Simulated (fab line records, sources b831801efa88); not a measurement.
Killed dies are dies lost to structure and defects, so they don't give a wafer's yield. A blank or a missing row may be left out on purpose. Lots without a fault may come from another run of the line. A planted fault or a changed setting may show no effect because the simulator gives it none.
fab line records | flow sky130
record lots=5 wafers=15 last_day=49
route steps=708 shown SD_N@352 SD_P@359 RES_XHIGH@360 SALICIDE@361 LI_CONTACT@362 LOCAL_INTERCONNECT@387 PAD_OPEN@708
lots that met no fault: from a run of the same line without faults
start_h: hours from the record's first day to the start of the lot's first wafer shown | wait_h: hours since the lot's step before | " the same as in the row above | L1.1+2: a row that stands for several wafers | - no value, or no start given | * or withheld: withheld | < > ~ a bound
route shown NAME@n: a module of which the file shows steps, and the number in the route of the first | usual: mean/standard deviation of fault-free wafers | same: alike in all rows | chamber/n: place in a boat | sites: the reading at each site | _std_site: their standard deviation | _edge_site: outer sites' mean less inner sites' | radius_mm: how far each site lies from the wafer's centre | mask NAME#n: copy n | behind: the tool/chamber that last shaped the wafer | hold: why the lot was held/for how many hours/how that ended | device: the transistor (n, p or np) that didn't switch | end of line: the same wafers' tests at the end of the route | a step without rows: its recipe alone | killed: dies lost to structure and defects at the first sort, not the wafer's yield | map: a wafer's dies, x killed, . not, _ none there
set.NAME: the setting as run; set.NAME@STEP: as run at that earlier step | model.NAME: the simulator's own value behind a step, which no gauge read
lots at some steps of the route; a table a step, a row a wafer
services: from which hour (start_h, from the record's first day; less than 0 if before it) a tool's chamber was out of use, for how many hours, and why
## steps
# step SKY_SD_N_IMPLANT_10
# recipe species=P energy_kev=20 dose_cm2=1e+14 tilt_deg=0
# step SKY_SD_N_STRIP_11
# recipe chemistry=O2/N2 power_w=1400 pressure_mtorr=1500 platen_temp_c=withheld o2_flow_sccm=3000 n2_flow_sccm=300 overash_fraction=0.5
# usual drypump_motor_current_A=5.44/0.28 n2_flow_sccm=300.0/0.81 o2_flow_sccm=2999/9.6 oes_product_au=0.528/0.0039 strip_time_to_endpoint_s=22.57/0.037
# columns lot.wafer tool chamber start_h wait_h drypump_motor_current_A n2_flow_sccm o2_flow_sccm oes_product_au rf_hours_counter_h strip_time_to_endpoint_s
L301.2 plasma_asher-03 0 722.05 0.1 5.32 299.7 2997 0.525 90 22.57
L301.4 " 1 " " 5.24 301.0 3003 0.531 - 22.64
L301.6 " 1 " " 5.24 301.1 3010 0.516 - 22.64
L307.1 plasma_asher-03 1 760.59 0.1 5.23 299.9 3013 0.531 94 22.57
L307.2 " 0 " " 5.31 299.5 2993 0.523 94 22.61
L307.3 " 1 " " 5.26 300.8 3008 0.532 - 22.58
L308.1 plasma_asher-02 1 771.04 0.1 5.92 301.5 2995 0.525 2 22.57
L308.3 " 0 " " 5.68 299.5 2996 0.529 - 22.54
L308.4 " 1 " " 5.91 299.3 3001 0.529 - 22.58
L310.1 plasma_asher-02 0 772.84 0.1 5.74 299.8 2994 0.533 3 22.57
L310.2 " 1 " " 5.93 298.1 2999 0.527 3 22.58
L310.5 " 1 " " 5.91 300.8 2995 0.526 - 22.54
L312.2 plasma_asher-01 0 788.59 0.1 5.14 301.1 3018 0.528 65 22.59
L312.3 " 1 " " 5.28 299.5 3011 0.523 - 22.52
L312.6 " 0 " " 5.09 300.7 3011 0.525 - 22.54
# step SKY_SD_N_TW_MEAS_12
# usual SD_N_TW=3951/36
# columns lot.wafer tool chamber start_h wait_h SD_N_TW
L301.2 film_metro-02 - 722.16 0.1 3940
L301.4 " - " " 3960
L301.6 " - " " 3942
L307.1 film_metro-04 - 760.69 0.1 4006
L307.2 " - " " 3981
L307.3 " - " " 4002
L308.1 film_metro-04 - 771.14 0.1 3992
L308.3 " - " " 3992
L308.4 " - " " 3993
L310.1 film_metro-02 - 772.94 0.1 3953
L310.2 " - " " 3939
L310.5 " - " " 3965
L312.2 film_metro-03 - 788.70 0.1 3910
L312.3 " - " " 3909
L312.6 " - " " 3892
# step SKY_SD_N_CLEAN_13
# recipe chemistry=SC1/SC2 mix=1:4:20 temp_c=70 time_s=150 dry=n2_spin
# step SKY_SD_N_RTA_14
# recipe temp_c=1075 time_s=2 idle_temp_c=650 ramp_up_c_per_s=150 ramp_down_c_per_s=90 ambient=N2
# usual anneal_temp_c_max=1081.4/2.4 lamp_power_pct=15.73/0.053 wafer_temp_C_max=1078.0/1.1
# columns lot.wafer tool chamber start_h wait_h anneal_temp_c_max lamp_power_pct wafer_temp_C_max
L301.2 rtp_anneal-01 0 722.26 0.0 1082.7 15.69 1079.4
L301.4 " 0 " " 1084.0 15.69 1078.0
L301.6 " 0 " " 1083.1 15.66 1079.2
L307.1 rtp_anneal-01 0 760.80 0.0 1082.1 15.72 1079.0
L307.2 " 0 " " 1084.3 15.76 1078.6
L307.3 " 0 " " 1083.9 15.78 1078.7
L308.1 rtp_anneal-01 0 771.25 0.0 1082.8 15.79 1079.1
L308.3 " 0 " " 1088.4 15.75 1079.8
L308.4 " 0 " " 1083.0 15.78 1078.3
L310.1 rtp_anneal-02 0 773.06 0.0 1079.8 15.76 1080.3
L310.2 " 0 " " 1078.7 15.67 1076.9
L310.5 " 0 " " 1078.7 15.65 1076.4
L312.2 rtp_anneal-02 0 788.82 0.0 1078.1 15.87 1077.0
L312.3 " 0 " " 1079.5 15.74 1077.9
L312.6 " 0 " " 1079.0 15.78 1076.9
# step SKY_SD_N_RS_MEAS_16
# recipe thk_meas_gauge=four-point-probe
# usual SD_N_RS=68.57/0.13
# columns lot.wafer tool chamber start_h wait_h SD_N_RS[ohm/sq]
L301.2 film_metro-02 - 722.45 0.1 68.55
L301.4 " - " " 68.49
L301.6 " - " " 68.48
L307.1 film_metro-04 - 761.03 0.1 68.66
L307.2 " - " " 68.79
L307.3 " - " " 68.72
L308.1 film_metro-03 - 771.43 0.1 68.59
L308.3 " - " " 68.53
L308.4 " - " " 68.55
L310.1 film_metro-03 - 773.23 0.1 68.39
L310.2 " - " " 68.63
L310.5 " - " " 68.70
L312.2 film_metro-02 - 789.00 0.1 68.51
L312.3 " - " " 68.47
L312.6 " - " " 68.38
# step SKY_SD_N_RS_MEAS_17
# recipe thk_meas_gauge=four-point-probe
# usual SD_P_RS=147.1/0.4
# columns lot.wafer tool chamber start_h wait_h SD_P_RS[ohm/sq]
L301.2 film_metro-02 - 722.57 0.1 147.4
L301.4 " - " " 146.9
L301.6 " - " " 147.3
L307.1 film_metro-04 - 761.15 0.1 147.1
L307.2 " - " " 147.4
L307.3 " - " " 147.5
L308.1 film_metro-03 - 771.55 0.1 147.2
L308.3 " - " " 146.8
L308.4 " - " " 146.3
L310.1 film_metro-03 - 773.35 0.1 147.4
L310.2 " - " " 147.4
L310.5 " - " " 147.5
L312.2 film_metro-02 - 789.12 0.1 146.5
L312.3 " - " " 146.4
L312.6 " - " " 146.5
# step SKY_SD_N_RS_MEAS_18
# recipe thk_meas_gauge=four-point-probe
# usual RES_XHIGH_RS=333.0/1.2
# columns lot.wafer tool chamber start_h wait_h RES_XHIGH_RS[ohm/sq]
L301.2 film_metro-02 - 722.69 0.1 331.3
L301.4 " - " " 332.1
L301.6 " - " " 333.8
L307.1 film_metro-04 - 761.27 0.1 332.9
L307.2 " - " " 333.9
L307.3 " - " " 333.5
L308.1 film_metro-03 - 771.67 0.1 335.0
L308.3 " - " " 333.8
L308.4 " - " " 335.3
L310.1 film_metro-03 - 773.47 0.1 332.4
L310.2 " - " " 332.1
L310.5 " - " " 332.1
L312.2 film_metro-02 - 789.24 0.1 331.5
L312.3 " - " " 332.0
L312.6 " - " " 331.5
# step SKY_SALICIDE_CLEAN_00
# recipe chemistry=HF-last time_s=30 dilution=100:1 dry=ipa_marangoni
# step SKY_LI_CONTACT_HDPCVD_00
# recipe material=PSG target_thk_nm=930 sigma_open_frac=0.3 time_s=155 temp_c=600 sih4_flow_sccm=60 pressure_mtorr=6
# step SKY_LI_CONTACT_THK_MEAS_01
# recipe reads=PSG_of_LI_CONTACT_HDPCVD_00
# usual LI_CONTACT_HDPCVD_THK=933/9.4
# columns lot.wafer tool chamber start_h wait_h LI_CONTACT_HDPCVD_THK[nm]
L301.2 film_metro-03 - 722.92 0.1 942
L301.4 " - " " 934
L301.6 " - " " 935
L307.1 film_metro-02 - 761.56 0.1 946
L307.2 " - " " 930
L307.3 " - " " 932
L308.1 film_metro-03 - 771.91 0.1 932
L308.3 " - " " 933
L308.4 " - " " 920
L310.1 film_metro-04 - 773.71 0.1 929
L310.2 " - " " 929
L310.5 " - " " 936
L312.2 film_metro-04 - 789.47 0.1 950
L312.3 " - " " 937
L312.6 " - " " 942
# step SKY_LI_CONTACT_CMP_02
# recipe material=PSG down_force_psi=4 platen_rpm=60 pad_velocity_m_s=0.94248
# usual edge_zone_pressure_frac=1.000/0.0048 motor_current_A=11.7/0.75 time_to_endpoint_s=32.7/2.6
# columns lot.wafer tool chamber start_h wait_h edge_zone_pressure_frac motor_current_A time_to_endpoint_s model.PSG_of_LI_CONTACT_HDPCVD_00.thk_nm
L301.2 cmp-02 1 722.97 0.0 1.006 12.5 32.7 596.6
L301.4 " 2 " " 0.999 12.4 31.8 596.3
L301.6 " 1 " " 0.998 11.8 32.5 596.6
L307.3 cmp-01 2 761.62 0.0 1.001 11.0 31.9 596.4
L307.1 " 0 " " 0.996 10.6 33.7 596.7
L307.2 " 1 " " 1.004 11.2 33.4 597.2
L308.4 cmp-02 3 771.97 0.0 1.005 12.5 29.2 597.6
L308.3 " 1 " " 1.002 11.9 31.1 596.2
L308.1 " 2 " " 0.998 12.3 28.5 596.7
L310.1 cmp-01 0 773.87 0.1 0.998 11.1 41.6 537.6
L310.2 " 1 " " 0.995 11.1 41.8 537.6
L310.5 " 3 " " 1.002 11.9 38.1 537.6
L312.2 cmp-02 0 789.52 0.0 0.992 12.0 33.3 596.8
L312.3 " 3 " " 1.010 11.9 33.2 596.9
L312.6 " 1 " " 0.987 11.8 33.4 597.4
# step SKY_LI_CONTACT_BOW_MEAS_03
# recipe mode=bow
# usual LI_CONTACT_BOW=55/7.1
# columns lot.wafer tool chamber start_h wait_h hold LI_CONTACT_BOW[um]
L301.2 film_metro-03 - 723.29 0.3 - 54
L301.4 " - " " - 70
L301.6 " - " " - 55
L307.1 film_metro-04 - 761.92 0.1 - 68
L307.2 " - " " - 53
L307.3 " - " " - 60
L308.1 film_metro-04 - 772.27 0.1 - 58
L308.3 " - " " - 49
L308.4 " - " " - 58
L310.1 film_metro-04 - 774.07 0.1 await_dispo/0.2h/release 53
L310.2 " - " " await_dispo/0.2h/release 58
L310.5 " - " " await_dispo/0.2h/release 54
L310.1 film_metro-04 - 774.38 0.3 - -
L310.2 " - " " - -
L310.5 " - " " - -
L312.2 film_metro-03 - 789.84 0.3 - 63
L312.3 " - " " - 57
L312.6 " - " " - 58
# step SKY_LI_CONTACT_HMDS_05
# recipe prime_time_s=60 prime_temp_c=120
# step SKY_LI_CONTACT_COAT_06
# recipe resist=BARC temp_c=withheld time_s=withheld spin_rpm=3000 resist_thk_nm=60
# step SKY_LI_CONTACT_COAT_07
# recipe resist=KrF-thick spin_rpm=3000 resist_thk_nm=450
# step SKY_LI_CONTACT_SOFTBAKE_08
# recipe temp_c=100 time_s=90 resist=KrF-thick
# step SKY_LI_CONTACT_EXPOSE_09
# recipe mask_id=LICM1 na=0.8 source_shape=annular sigma_inner=0.55 sigma_outer=0.85 target_cd_nm=170 dose_mj=38
# step SKY_LI_CONTACT_PEB_10
# recipe peb_temp_c=withheld peb_time_s=withheld resist=KrF-thick
# step SKY_LI_CONTACT_DEVELOP_11
# recipe develop_time_s=60 resist=KrF-thick dev_temp_c=21
# step SKY_LI_CONTACT_CD_MEAS_12
# recipe target_cd_nm=170
# usual cd_nm=170.3/1.6
# columns lot.wafer tool chamber start_h wait_h cd_nm
L301.2 cd_sem-01 - 751.21 - 170.1
L301.4 " - " " 172.0
L301.6 " - " " 169.6
L307.1 cd_sem-02 - 789.64 - 168.6
L307.2 " - " " 168.0
L307.3 " - " " 168.8
L308.1 cd_sem-02 - 799.04 - 172.5
L308.3 " - " " 172.2
L308.4 " - " " 170.4
L310.1 cd_sem-02 - 800.62 - 171.1
L310.2 " - " " 170.5
L310.5 " - " " 170.2
L312.2 cd_sem-02 - 817.54 - 170.5
L312.3 " - " " 170.2
L312.6 " - " " 169.9
# step SKY_LI_CONTACT_OVL_MEAS_13
# usual LI_CONTACT_OVL=-5/5.4
# columns lot.wafer tool chamber start_h wait_h LI_CONTACT_OVL[nm]
L301.2 overlay-02 - 751.31 0.1 -6
L301.4 " - " " -2
L301.6 " - " " 0
L307.1 overlay-01 - 789.76 0.1 -7
L307.2 " - " " 2
L307.3 " - " " -6
L308.1 overlay-02 - 799.16 0.1 -13
L308.3 " - " " -10
L308.4 " - " " -3
L310.1 overlay-01 - 800.74 0.1 -6
L310.2 " - " " 1
L310.5 " - " " -12
L312.2 overlay-02 - 817.64 0.1 -3
L312.3 " - " " -7
L312.6 " - " " 2
# step SKY_LI_CONTACT_ETCH_14
# recipe chemistry=N2/H2 target=BARC ion_energy_ev=200 source_w=500 bias_w=100 pressure_mtorr=30 n2_flow_sccm=100 h2_flow_sccm=200 stop_on=SiO2 time_s=45.9 target_depth_a=600
# step SKY_LI_CONTACT_ETCH_15
# recipe target=PSG chemistry=C4F8/O2/Ar stop_on=Si taper_deg=4.15 mask_material=KrF-thick source_w=1500 bias_w=1200 pressure_mtorr=40 c4f8_flow_sccm=withheld O2_flow_sccm=6 Ar_flow_sccm=300 time_s=withheld target_depth_a=6000
# usual oes_product_au=0.837/0.0048
# columns lot.wafer tool chamber start_h wait_h oes_product_au model.LI_CONTACT.feature_depth_nm model.etch.depth_nm
L301.2 rie_diel-01 3 751.39 0.0 0.838 596.6 596.6
L301.4 " 2 " " 0.840 596.3 596.3
L301.6 " 2 " " 0.828 596.6 596.6
L307.1 rie_diel-03 1 789.84 0.0 0.828 596.7 596.7
L307.2 " 2 " " 0.845 597.2 597.2
L307.3 " 0 " " 0.839 596.4 596.4
L308.1 rie_diel-02 3 799.24 0.0 0.839 596.7 596.7
L308.3 " 0 " " 0.834 596.2 596.2
L308.4 " 1 " " 0.846 597.6 597.6
L310.1 rie_diel-01 2 800.81 0.0 0.791 537.6 537.6
L310.2 " 1 " " 0.787 537.6 537.6
L310.5 " 0 " " 0.797 537.6 537.6
L312.2 rie_diel-02 3 817.71 0.0 0.832 596.8 596.8
L312.3 " 2 " " 0.836 596.9 596.9
L312.6 " 2 " " 0.834 597.4 597.4
# step SKY_LI_CONTACT_STRIP_16
# recipe chemistry=O2/N2 power_w=1400 pressure_mtorr=1500 platen_temp_c=withheld o2_flow_sccm=3000 n2_flow_sccm=300 overash_fraction=0.5
# step SKY_LI_CONTACT_CLEAN_17
# recipe chemistry=NMP time_s=600 temp_c=60 dry=n2_spin
# step SKY_LI_CONTACT_PRE_CLEAN_18
# recipe gas=Ar time_s=5.6 bias_v=358
# step SKY_LI_CONTACT_SPUTTER_19
# recipe material=Ti target_thk_nm=20 chamber_pressure_pa=5 power_w=2500 substrate_temp_c=200 time_s=106.37
# usual throttle_valve_pct=29.9/1.3
# columns lot.wafer tool chamber start_h wait_h throttle_valve_pct
L301.2 pvd_sputter-03 - 751.77 0.0 28.9
L301.4 " - " " 28.2
L301.6 " - " " 29.0
L307.1 pvd_sputter-04 - 790.25 0.0 32.6
L307.2 " - " " 29.6
L307.3 " - " " 30.8
L308.1 pvd_sputter-02 - 799.62 0.0 30.8
L308.3 " - " " 29.4
L308.4 " - " " 30.1
L310.1 pvd_sputter-03 - 801.21 0.0 28.0
L310.2 " - " " 28.9
L310.5 " - " " 28.3
L312.2 pvd_sputter-04 - 818.09 0.0 29.5
L312.3 " - " " 31.4
L312.6 " - " " 29.6
# step SKY_LI_CONTACT_SPUTTER_20
# recipe material=TiN target_thk_nm=20 chamber_pressure_pa=5 power_w=4000 time_s=80
# usual throttle_valve_pct=30.0/1.3
# columns lot.wafer tool chamber start_h wait_h throttle_valve_pct
L301.2 pvd_sputter-03 - 751.84 0.0 28.8
L301.4 " - " " 28.1
L301.6 " - " " 28.7
L307.1 pvd_sputter-04 - 790.32 0.0 32.5
L307.2 " - " " 29.6
L307.3 " - " " 30.3
L308.1 pvd_sputter-02 - 799.69 0.0 31.1
L308.3 " - " " 29.6
L308.4 " - " " 29.9
L310.1 pvd_sputter-03 - 801.29 0.0 28.2
L310.2 " - " " 28.7
L310.5 " - " " 27.8
L312.2 pvd_sputter-04 - 818.17 0.0 29.7
L312.3 " - " " 31.6
L312.6 " - " " 29.5
# step SKY_LI_CONTACT_CVD_21
# recipe material=W target_thk_nm=400 time_s=120.56 temp_c=400 pressure_torr=40
# step SKY_LI_CONTACT_RS_MEAS_22
# recipe thk_meas_gauge=four-point-probe reads=W_of_LI_CONTACT_CVD_21+TiN_of_LI_CONTACT_SPUTTER_20+Ti_of_LI_CONTACT_SPUTTER_19
# usual LI_CONTACT_W_RS=0.2849/0.0028
# columns lot.wafer tool chamber start_h wait_h LI_CONTACT_W_RS[ohm/sq]
L301.2 film_metro-04 - 752.05 0.1 0.2872
L301.4 " - " " 0.2893
L301.6 " - " " 0.2863
L307.1 film_metro-04 - 790.51 0.1 0.2857
L307.2 " - " " 0.2823
L307.3 " - " " 0.2818
L308.1 film_metro-03 - 799.88 0.1 0.2797
L308.3 " - " " 0.2830
L308.4 " - " " 0.2832
L310.1 film_metro-02 - 801.47 0.1 0.2880
L310.2 " - " " 0.2897
L310.5 " - " " 0.2898
L312.2 film_metro-02 - 818.38 0.1 0.2857
L312.3 " - " " 0.2868
L312.6 " - " " 0.2869
# step SKY_LI_CONTACT_THK_MEAS_23
# recipe thk_meas_gauge=xrf reads=W_of_LI_CONTACT_CVD_21
# usual LI_CONTACT_W_THK=409/5.2
# columns lot.wafer tool chamber start_h wait_h LI_CONTACT_W_THK[nm]
L301.2 film_metro-04 - 752.16 0.1 405
L301.4 " - " " 404
L301.6 " - " " 404
L307.1 film_metro-04 - 790.63 0.1 407
L307.2 " - " " 411
L307.3 " - " " 410
L308.1 film_metro-03 - 800.00 0.1 418
L308.3 " - " " 412
L308.4 " - " " 412
L310.1 film_metro-02 - 801.59 0.1 402
L310.2 " - " " 399
L310.5 " - " " 399
L312.2 film_metro-02 - 818.49 0.1 407
L312.3 " - " " 403
L312.6 " - " " 404
# step SKY_LI_CONTACT_CMP_24
# recipe stop_on=PSG t_overpolish_s=20 down_force_psi=3.5 platen_rpm=60 target_thk_nm=0 pad_velocity_m_s=0.94248
# usual edge_zone_pressure_frac=1.000/0.0053 motor_current_A=10.8/0.57
# columns lot.wafer tool chamber start_h wait_h edge_zone_pressure_frac motor_current_A model.PSG_of_LI_CONTACT_HDPCVD_00.thk_nm
L301.2 cmp-01 1 752.26 0.1 0.995 11.0 587.1
L301.4 " 3 " " 1.005 11.3 586.8
L301.6 " 1 " " 0.999 10.3 587.1
L307.1 cmp-01 0 790.69 0.1 1.003 9.6 587.3
L307.2 " 1 " " 1.007 10.8 587.7
L307.3 " 2 " " 0.995 10.7 586.9
L308.1 cmp-02 0 800.11 0.1 1.001 10.7 587.3
L308.3 " 1 " " 0.996 10.9 586.7
L308.4 " 2 " " 0.990 11.2 588.1
L310.1 cmp-02 3 801.70 0.1 0.997 10.9 528.1
L310.2 " 0 " " 1.003 11.0 528.2
L310.5 " 2 " " 0.996 11.4 528.1
L312.2 cmp-01 2 818.54 0.0 1.004 10.8 587.3
L312.3 " 3 " " 0.992 11.1 587.4
L312.6 " 3 " " 1.005 11.2 587.9
# step SKY_LOCAL_INTERCONNECT_SPUTTER_00
# recipe material=TiN target_thk_nm=100 temp_c=300 power_w=6500 time_s=83.3 chamber_pressure_pa=0.4
# usual throttle_valve_pct=29.6/0.99
# columns lot.wafer tool chamber start_h wait_h throttle_valve_pct
L301.2 pvd_sputter-01 - 752.51 0.2 30.1
L301.4 " - " " 27.6
L301.6 " - " " 30.4
L307.1 pvd_sputter-01 - 790.99 0.2 27.8
L307.2 " - " " 30.3
L307.3 " - " " 30.3
L308.1 pvd_sputter-01 - 800.36 0.2 28.1
L308.3 " - " " 30.2
L308.4 " - " " 30.1
L310.1 pvd_sputter-03 - 801.95 0.2 28.8
L310.2 " - " " 28.9
L310.5 " - " " 30.3
L312.2 pvd_sputter-03 - 818.84 0.2 28.0
L312.3 " - " " 28.9
L312.6 " - " " 30.7
# step SKY_PAD_OPEN_PROBE_99
# usual killed_at_M0_to_M3=42/6.7 killed_at_M4_up=3.0/1.9 killed_at_contacts=24/5.3 killed_at_front_end=16/4.3 killed_at_other=0.4/0.71 killed_dies=85/9.6 killed_open=46/6.5 killed_short=39/6.7
# same gross_dies=492 killed_at_back_side=0
# columns lot.wafer tool chamber start_h wait_h killed_at_M0_to_M3 killed_at_M4_up killed_at_contacts killed_at_front_end killed_at_other killed_dies killed_open killed_short model.etest.licon_pdiff.rc_ohm model.etest.cap_li_to_poly.c_af_um2 model.etest.licon_ndiff.rc_ohm model.etest.licon_poly.rc_ohm model.etest.cap_li_to_well.c_af_um2
L301.2 prober-02 - 1141.56 0.1 39 2 22 14 0 77 43 34 589.7 97.35 190.9 155.8 37.07
L301.4 prober-02 - 1141.66 0.2 44 1 21 14 0 80 36 44 567.1 99.75 179.5 155.4 37.24
L301.6 prober-02 - 1141.76 0.2 55 2 19 19 0 95 53 42 563.6 97.03 185.2 154.5 37.51
L307.1 prober-02 - 1170.45 0.1 47 2 21 10 2 82 44 37 615.6 97.48 179.2 154.4 36.09
L307.2 prober-02 - 1170.50 0.1 39 3 26 13 2 83 48 33 577.4 100.9 179.8 147.1 36.09
L307.3 prober-02 - 1170.55 0.2 46 3 12 20 3 84 47 34 594.3 98.27 184.8 148 36.47
L308.1 prober-02 - 1178.54 0.1 30 2 27 13 1 73 37 36 576.5 99.16 179.3 150.6 36.97
L308.3 prober-02 - 1178.64 0.2 35 3 27 15 1 81 46 35 557.2 99.86 177.6 144.3 36.56
L308.4 prober-02 - 1178.69 0.2 42 5 16 17 0 80 38 42 600.5 100.4 189.6 154.2 36.8
L310.1 prober-01 - 1178.54 0.1 32 0 36 10 0 78 45 33 540.1 117.7 169.9 145.6 39.3
L310.2 prober-01 - 1178.59 0.1 35 2 24 18 0 79 47 32 557.6 118.1 169.9 140.2 39.55
L310.5 prober-01 - 1178.74 0.2 40 3 31 14 0 88 56 32 548.5 119 169.1 143.7 38.66
L312.2 prober-01 - 1185.73 0.1 42 6 29 19 0 96 48 48 589.4 100.6 187.6 149.4 36.56
L312.3 prober-01 - 1185.78 0.2 47 5 34 19 0 105 59 46 582 98.67 180.3 144.1 36.98
L312.6 prober-01 - 1185.93 0.2 47 8 24 30 0 109 51 58 579.4 97.68 180.2 144.5 36.42
# killed by level:class
L301.2 CONTACT:geometric_particle:open=8 METAL1:geometric_particle:short=6 METAL2:geometric_particle:short=6 VIA3:geometric_particle:open=6 LI_CONTACT:geometric_particle:open=5 LOCAL_INTERCONNECT:geometric_particle:short=5 VIA1:geometric_particle:open=5 POLY_GATE:geometric_particle:open=4
L301.4 METAL1:geometric_particle:short=10 METAL2:geometric_particle:short=7 VIA1:geometric_particle:open=6 CONTACT:geometric_particle:open=6 LI_CONTACT:geometric_particle:open=5 CONTACT:geometric_particle:short=5 POLY_GATE:geometric_particle:open=4 LOCAL_INTERCONNECT:geometric_particle:short=4
L301.6 VIA1:geometric_particle:open=11 VIA3:geometric_particle:open=9 LI_CONTACT:geometric_particle:open=9 METAL1:geometric_particle:short=9 VIA1:geometric_particle:short=8 VIA2:geometric_particle:open=7 CONTACT:geometric_particle:open=5 SONOS_ONO:geometric_particle:open=4
L307.1 CONTACT:geometric_particle:open=14 VIA2:geometric_particle:open=10 VIA1:geometric_particle:open=8 METAL1:geometric_particle:short=8 METAL2:geometric_particle:short=5 VIA3:geometric_particle:short=5 CONTACT:geometric_particle:short=4 VIA2:geometric_particle:short=3
L307.2 CONTACT:geometric_particle:open=10 LI_CONTACT:geometric_particle:open=8 POLY_GATE:geometric_particle:open=7 VIA1:geometric_particle:open=7 VIA2:geometric_particle:short=6 METAL2:geometric_particle:short=5 LOCAL_INTERCONNECT:geometric_particle:short=4 VIA2:geometric_particle:open=4
L307.3 VIA2:geometric_particle:open=8 POLY_GATE:geometric_particle:open=7 METAL3:geometric_particle:short=6 VIA3:geometric_particle:open=6 VIA1:geometric_particle:open=5 FIELD_ISO:geometric_particle:short=4 POLY_GATE:geometric_particle:short=4 METAL2:geometric_particle:open=4
L308.1 CONTACT:geometric_particle:open=8 LI_CONTACT:geometric_particle:short=7 VIA1:geometric_particle:open=7 LI_CONTACT:geometric_particle:open=6 VIA1:geometric_particle:short=5 CONTACT:geometric_particle:short=4 VIA2:geometric_particle:open=4 FIELD_ISO:geometric_particle:short=3
L310.1 CONTACT:geometric_particle:open=12 VIA3:geometric_particle:open=10 CONTACT:geometric_particle:short=8 FIELD_ISO:geometric_particle:open=6 LI_CONTACT:geometric_particle:short=5 LI_CONTACT:geometric_particle:open=5 LOCAL_INTERCONNECT:geometric_particle:short=5 METAL2:geometric_particle:short=5
L310.2 VIA1:geometric_particle:open=12 CONTACT:geometric_particle:open=11 POLY_GATE:geometric_particle:short=9 LI_CONTACT:geometric_particle:open=5 VIA2:geometric_particle:open=5 FIELD_ISO:geometric_particle:short=3 LOCAL_INTERCONNECT:geometric_particle:short=3 VIA3:geometric_particle:open=3
L308.3 LI_CONTACT:geometric_particle:open=9 VIA1:geometric_particle:open=8 VIA3:geometric_particle:open=7 CONTACT:geometric_particle:open=6 FIELD_ISO:geometric_particle:open=5 LOCAL_INTERCONNECT:geometric_particle:short=5 CONTACT:geometric_particle:short=5 METAL1:geometric_particle:short=4
L308.4 CONTACT:geometric_particle:short=8 VIA2:geometric_particle:open=7 VIA3:geometric_particle:open=7 FIELD_ISO:geometric_particle:short=6 METAL1:geometric_particle:short=6 VIA1:geometric_particle:open=5 POLY_GATE:geometric_particle:short=3 LOCAL_INTERCONNECT:geometric_particle:short=3
L310.5 LI_CONTACT:geometric_particle:open=14 VIA2:geometric_particle:open=11 CONTACT:geometric_particle:open=9 VIA3:geometric_particle:open=8 VIA1:geometric_particle:open=6 LOCAL_INTERCONNECT:geometric_particle:short=5 FIELD_ISO:geometric_particle:short=4 VIA1:geometric_particle:short=4
L312.2 CONTACT:geometric_particle:open=13 VIA1:geometric_particle:open=10 CONTACT:geometric_particle:short=7 FIELD_ISO:geometric_particle:short=6 VIA1:geometric_particle:short=6 VIA3:geometric_particle:open=6 FIELD_ISO:geometric_particle:open=5 METAL2:geometric_particle:short=5
L312.3 CONTACT:geometric_particle:open=17 VIA1:geometric_particle:open=10 VIA2:geometric_particle:open=10 CONTACT:geometric_particle:short=8 FIELD_ISO:geometric_particle:short=6 LOCAL_INTERCONNECT:geometric_particle:short=6 FIELD_ISO:geometric_particle:open=5 METAL1:geometric_particle:short=5
L312.6 VIA1:geometric_particle:open=13 FIELD_ISO:geometric_particle:open=9 POLY_GATE:geometric_particle:short=7 CONTACT:geometric_particle:open=7 METAL4:geometric_particle:short=7 CONTACT:geometric_particle:short=6 METAL1:geometric_particle:short=6 POLY_GATE:geometric_particle:open=5
## services
# columns tool chamber start_h hours kind
plasma_asher-02 - 698.95 0.7 repair
pvd_sputter-04 - 699.05 0.6 repair
pvd_sputter-01 - 710.75 8.4 repair
cmp-02 - 711.32 4.3 repair
plasma_asher-01 - 715.12 14.0 repair
pvd_sputter-01 - 719.05 0.9 repair
rie_diel-03 2 723.66 3.0 repair
rtp_anneal-02 - 724.62 4.5 pm
rie_diel-01 - 729.33 0.5 repair
plasma_asher-02 - 733.75 9.0 pm
rie_diel-02 3 740.15 5.8 repair
rie_diel-02 0 741.32 4.7 repair
cmp-02 - 744.00 4.0 pm
rie_diel-03 1 751.60 5.8 repair
cmp-01 - 759.02 2.1 repair
pvd_sputter-01 - 767.14 3.9 repair
rie_diel-03 - 777.04 2.8 pm
pvd_sputter-01 - 778.36 2.2 repair
cmp-01 - 784.23 1.7 repair
pvd_sputter-01 - 786.03 4.2 repair
rie_diel-01 - 795.44 0.2 repair
rie_diel-01 2 797.60 1.7 repair
rie_diel-02 - 814.61 1.0 repair
cmp-02 - 817.50 8.1 pm
## key
first_sign step=SKY_LI_CONTACT_CMP_02 reading=time_to_endpoint_s direction=up sigmas=3 usual=* struck=*
effect step=SKY_LI_CONTACT_BOW_MEAS_03 reading=visit direction=added
effect step=SKY_LI_CONTACT_ETCH_15 reading=oes_product_au direction=down sigmas=9.5 usual=0.837 struck=0.791
model_effect step=SKY_LI_CONTACT_CMP_02 value=PSG_of_LI_CONTACT_HDPCVD_00.thk_nm without=597.3 struck=537.6
model_effect step=SKY_LI_CONTACT_ETCH_15 value=LI_CONTACT.feature_depth_nm without=597.3 struck=537.6
model_effect step=SKY_LI_CONTACT_CMP_24 value=PSG_of_LI_CONTACT_HDPCVD_00.thk_nm without=587.8 struck=528.1
model_effect step=SKY_PAD_OPEN_PROBE_99 value=etest.licon_pdiff.rc_ohm without=574.6 struck=548.7
met_at SKY_LI_CONTACT_CMP_02
struck_wafers L310.1,L310.2,L310.5
tester_left_out L310
onset_between 761.62 773.87
fault kind=process_parameter_drift tool=cmp-01 chamber=- onset_h=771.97 steps=SKY_LI_CONTACT_CMP_02 channel=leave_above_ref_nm offset=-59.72 shape=step end_h=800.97 acts_in=these_recipes_only stated=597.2
# tester_left_out: of these lots the tester's yield and bins aren't shown, on N5 and GAA mostly nor the transistor test; their killed dies are dies lost to structure and defects alone, not to doping, threshold or leakage, so they don't give the yield
